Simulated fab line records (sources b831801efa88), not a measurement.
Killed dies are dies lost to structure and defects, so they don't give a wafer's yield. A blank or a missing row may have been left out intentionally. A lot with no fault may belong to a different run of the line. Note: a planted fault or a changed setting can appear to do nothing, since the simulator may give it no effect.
Which tool did it? || flow gf180mcu || Sampling: 12 lots, 33 wafers, 4 of 602 route steps

WHAT THE GAUGES SHOWED, per wafer
GF_V4_THK_MEAS_01. Usual: V4_CVD_00_THK typically reads 601 nm, with standard deviation 5.9.
{"lot": "L432", "measured": "day 23 20:57", "on": "film metro-04", "V4_CVD_00_THK (nm)": "602 593 600", "flag": ""}
{"lot": "L433", "measured": "day 24 06:50", "on": "film metro-02", "V4_CVD_00_THK (nm)": "609 607 613", "flag": ""}
{"lot": "L436", "measured": "day 25 10:31", "on": "film metro-04", "V4_CVD_00_THK (nm)": "602 598", "flag": ""}
{"lot": "L438", "measured": "day 26 06:37", "on": "film metro-04", "V4_CVD_00_THK (nm)": "604 601", "flag": ""}
{"lot": "L439", "measured": "day 26 17:23", "on": "film metro-04", "V4_CVD_00_THK (nm)": "602 601", "flag": ""}
{"lot": "L440", "measured": "day 27 01:04", "on": "film metro-03", "V4_CVD_00_THK (nm)": "610 608 617", "flag": ""}
{"lot": "L447", "measured": "day 29 01:20", "on": "film metro-03", "V4_CVD_00_THK (nm)": "592 602 605", "flag": ""}
{"lot": "L448", "measured": "day 29 10:50", "on": "film metro-04", "V4_CVD_00_THK (nm)": "602 600 596", "flag": ""}
{"lot": "L449", "measured": "day 29 21:34", "on": "film metro-02", "V4_CVD_00_THK (nm)": "596 602 600", "flag": ""}
{"lot": "L450", "measured": "day 29 22:23", "on": "film metro-04", "V4_CVD_00_THK (nm)": "600 596 604", "flag": ""}
{"lot": "L451", "measured": "day 30 09:06", "on": "film metro-04", "V4_CVD_00_THK (nm)": "585 585 597", "flag": ""}
{"lot": "L453", "measured": "day 30 16:41", "on": "film metro-03", "V4_CVD_00_THK (nm)": "603 601 596", "flag": ""}

GF_V4_THK_MEAS_03. Usual: V4_CVD_02_THK typically reads 852 nm, with standard deviation 11.
{"lot": "L432", "measured": "day 23 21:05", "on": "film metro-03", "V4_CVD_02_THK (nm)": "838 837 862", "flag": ""}
{"lot": "L433", "measured": "day 24 06:58", "on": "film metro-03", "V4_CVD_02_THK (nm)": "854 846 855", "flag": ""}
{"lot": "L436", "measured": "day 25 10:38", "on": "film metro-02", "V4_CVD_02_THK (nm)": "849 1148", "flag": "OFF"}
{"lot": "L438", "measured": "day 26 06:44", "on": "film metro-03", "V4_CVD_02_THK (nm)": "847 1140", "flag": "OFF"}
{"lot": "L439", "measured": "day 26 17:31", "on": "film metro-02", "V4_CVD_02_THK (nm)": "845 1140", "flag": "OFF"}
{"lot": "L440", "measured": "day 27 01:12", "on": "film metro-03", "V4_CVD_02_THK (nm)": "836 827 841", "flag": ""}
{"lot": "L447", "measured": "day 29 01:28", "on": "film metro-04", "V4_CVD_02_THK (nm)": "841 848 862", "flag": ""}
{"lot": "L448", "measured": "day 29 10:58", "on": "film metro-02", "V4_CVD_02_THK (nm)": "850 865 868", "flag": ""}
{"lot": "L449", "measured": "day 29 21:42", "on": "film metro-03", "V4_CVD_02_THK (nm)": "853 848 866", "flag": ""}
{"lot": "L450", "measured": "day 29 22:31", "on": "film metro-02", "V4_CVD_02_THK (nm)": "861 855 864", "flag": ""}
{"lot": "L451", "measured": "day 30 09:14", "on": "film metro-02", "V4_CVD_02_THK (nm)": "855 854 875", "flag": ""}
{"lot": "L453", "measured": "day 30 16:49", "on": "film metro-03", "V4_CVD_02_THK (nm)": "864 838 854", "flag": ""}

EACH LOT AND THE TOOL THAT RAN IT (in order: tool; ch and the chambers of the sampled wafers; start)
{"lot": "L432", "GF_M4_METAL_ETCH_16": "rie metal-02 ch 0,1, day 23 20:12", "GF_V4_CVD_02": "pecvd-04 ch 0,1,2, day 23 21:00"}
{"lot": "L433", "GF_M4_METAL_ETCH_16": "rie metal-04 ch 0,1, day 24 06:06", "GF_V4_CVD_02": "pecvd-02 ch 0,1,2, day 24 06:54"}
{"lot": "L436", "GF_M4_METAL_ETCH_16": "rie metal-02 ch 0,1, day 25 09:46", "GF_V4_CVD_02": "pecvd-04 ch 2, day 25 10:34"}
{"lot": "L438", "GF_M4_METAL_ETCH_16": "rie metal-02 ch 1, day 26 05:52", "GF_V4_CVD_02": "pecvd-04 ch 1,2, day 26 06:40"}
{"lot": "L439", "GF_M4_METAL_ETCH_16": "rie metal-01 ch 0, day 26 16:40", "GF_V4_CVD_02": "pecvd-04 ch 1,2, day 26 17:27"}
{"lot": "L440", "GF_M4_METAL_ETCH_16": "rie metal-01 ch 0,1, day 27 00:19", "GF_V4_CVD_02": "pecvd-02 ch 0,2, day 27 01:08"}
{"lot": "L447", "GF_M4_METAL_ETCH_16": "rie metal-01 ch 0, day 28 23:23", "GF_V4_CVD_02": "pecvd-04 ch 1,2, day 29 01:23"}
{"lot": "L448", "GF_M4_METAL_ETCH_16": "rie metal-02 ch 0,1, day 29 09:57", "GF_V4_CVD_02": "pecvd-02 ch 0,2, day 29 10:53"}
{"lot": "L449", "GF_M4_METAL_ETCH_16": "rie metal-04 ch 0,1, day 29 20:25", "GF_V4_CVD_02": "pecvd-04 ch 0,1, day 29 21:38"}
{"lot": "L450", "GF_M4_METAL_ETCH_16": "rie metal-01 ch 1, day 29 21:18", "GF_V4_CVD_02": "pecvd-03 ch 0,1,2, day 29 22:27"}
{"lot": "L451", "GF_M4_METAL_ETCH_16": "rie metal-02 ch 0,1, day 30 08:21", "GF_V4_CVD_02": "pecvd-04 ch 0,2, day 30 09:09"}
{"lot": "L453", "GF_M4_METAL_ETCH_16": "rie metal-04 ch 0,1, day 30 15:36", "GF_V4_CVD_02": "pecvd-04 ch 0,1,2, day 30 16:44"}
- GF_M4_METAL_ETCH_16: etches the open film in Cl2/BCl3, stops on SiO2, target depth 750.8 nm, time 125.1 s.
- GF_V4_CVD_02: deposits SiO2 from TEOS, target thk 850 nm, time 94.851 s.

WHAT THE TOOLS THEMSELVES READ (means of the sampled wafers that have a number; where no wafer has one, the mark that the record gives instead)
GF_M4_METAL_ETCH_16. Usual: drypump motor current A 5.7 A, standard deviation 0.56; oes product au 0.987 a.u., standard deviation 0.0076; throttle valve pct 28.232 %, standard deviation 0.011.
{"lot": "L432", "tool": "rie metal-02", "drypump motor current A (A)": 5.2, "oes product au (a.u.)": 0.996, "throttle valve pct (%)": 28.230, "flag": ""}
{"lot": "L433", "tool": "rie metal-04", "drypump motor current A (A)": 6.0, "oes product au (a.u.)": 0.980, "throttle valve pct (%)": 28.233, "flag": ""}
{"lot": "L436", "tool": "rie metal-02", "drypump motor current A (A)": 5.4, "oes product au (a.u.)": 0.995, "throttle valve pct (%)": 28.224, "flag": ""}
{"lot": "L438", "tool": "rie metal-02", "drypump motor current A (A)": 5.9, "oes product au (a.u.)": 0.992, "throttle valve pct (%)": 28.228, "flag": ""}
{"lot": "L439", "tool": "rie metal-01", "drypump motor current A (A)": 6.3, "oes product au (a.u.)": 0.993, "throttle valve pct (%)": 28.236, "flag": ""}
{"lot": "L440", "tool": "rie metal-01", "drypump motor current A (A)": 6.0, "oes product au (a.u.)": 0.987, "throttle valve pct (%)": 28.237, "flag": ""}
{"lot": "L447", "tool": "rie metal-01", "drypump motor current A (A)": 6.3, "oes product au (a.u.)": 0.989, "throttle valve pct (%)": 28.239, "flag": ""}
{"lot": "L448", "tool": "rie metal-02", "drypump motor current A (A)": 5.6, "oes product au (a.u.)": 0.994, "throttle valve pct (%)": 28.221, "flag": ""}
{"lot": "L449", "tool": "rie metal-04", "drypump motor current A (A)": 6.0, "oes product au (a.u.)": 0.987, "throttle valve pct (%)": 28.239, "flag": ""}
{"lot": "L450", "tool": "rie metal-01", "drypump motor current A (A)": 5.8, "oes product au (a.u.)": 0.979, "throttle valve pct (%)": 28.240, "flag": ""}
{"lot": "L451", "tool": "rie metal-02", "drypump motor current A (A)": 5.2, "oes product au (a.u.)": 0.995, "throttle valve pct (%)": 28.226, "flag": ""}
{"lot": "L453", "tool": "rie metal-04", "drypump motor current A (A)": 6.0, "oes product au (a.u.)": 0.990, "throttle valve pct (%)": 28.231, "flag": ""}

GF_V4_CVD_02. Usual: heater power w reads 646 W (standard deviation 120).
{"lot": "L432", "tool": "pecvd-04", "heater power w (W)": 669, "flag": ""}
{"lot": "L433", "tool": "pecvd-02", "heater power w (W)": 591, "flag": ""}
{"lot": "L436", "tool": "pecvd-04", "heater power w (W)": 870, "flag": ""}
{"lot": "L438", "tool": "pecvd-04", "heater power w (W)": 749, "flag": ""}
{"lot": "L439", "tool": "pecvd-04", "heater power w (W)": 703, "flag": ""}
{"lot": "L440", "tool": "pecvd-02", "heater power w (W)": 599, "flag": ""}
{"lot": "L447", "tool": "pecvd-04", "heater power w (W)": 631, "flag": ""}
{"lot": "L448", "tool": "pecvd-02", "heater power w (W)": 586, "flag": ""}
{"lot": "L449", "tool": "pecvd-04", "heater power w (W)": 625, "flag": ""}
{"lot": "L450", "tool": "pecvd-03", "heater power w (W)": 626, "flag": ""}
{"lot": "L451", "tool": "pecvd-04", "heater power w (W)": 676, "flag": ""}
{"lot": "L453", "tool": "pecvd-04", "heater power w (W)": 697, "flag": ""}

THE ANSWER, worked out from the rows above alone
Rule: lot off if the mean of its wafers having a number is beyond 3 standard deviations from the usual mean. A lot without any number at a reading at which 4 lots or more have one is off too. Where the step has rows for the other lots, those lots are counted as sound. First the gauges in route order, then the tools' own readings, where a lot's mean is used as printed above. The first step at which some lot is off is used, and at that step the reading that is off furthest; a lot without a number counts as furthest.
Off: at GF_V4_THK_MEAS_03 (V4_CVD_02_THK), L436, L438, L439.
If a tool, at a process step before that reading, ran all the lots that are off and no sound lot after the first of them, it fits. Gauges at GF_V4_THK_MEAS_03: tried the same way as those tools. No candidate that was tried fits.

WHAT THE SIMULATOR HAD INSERTED
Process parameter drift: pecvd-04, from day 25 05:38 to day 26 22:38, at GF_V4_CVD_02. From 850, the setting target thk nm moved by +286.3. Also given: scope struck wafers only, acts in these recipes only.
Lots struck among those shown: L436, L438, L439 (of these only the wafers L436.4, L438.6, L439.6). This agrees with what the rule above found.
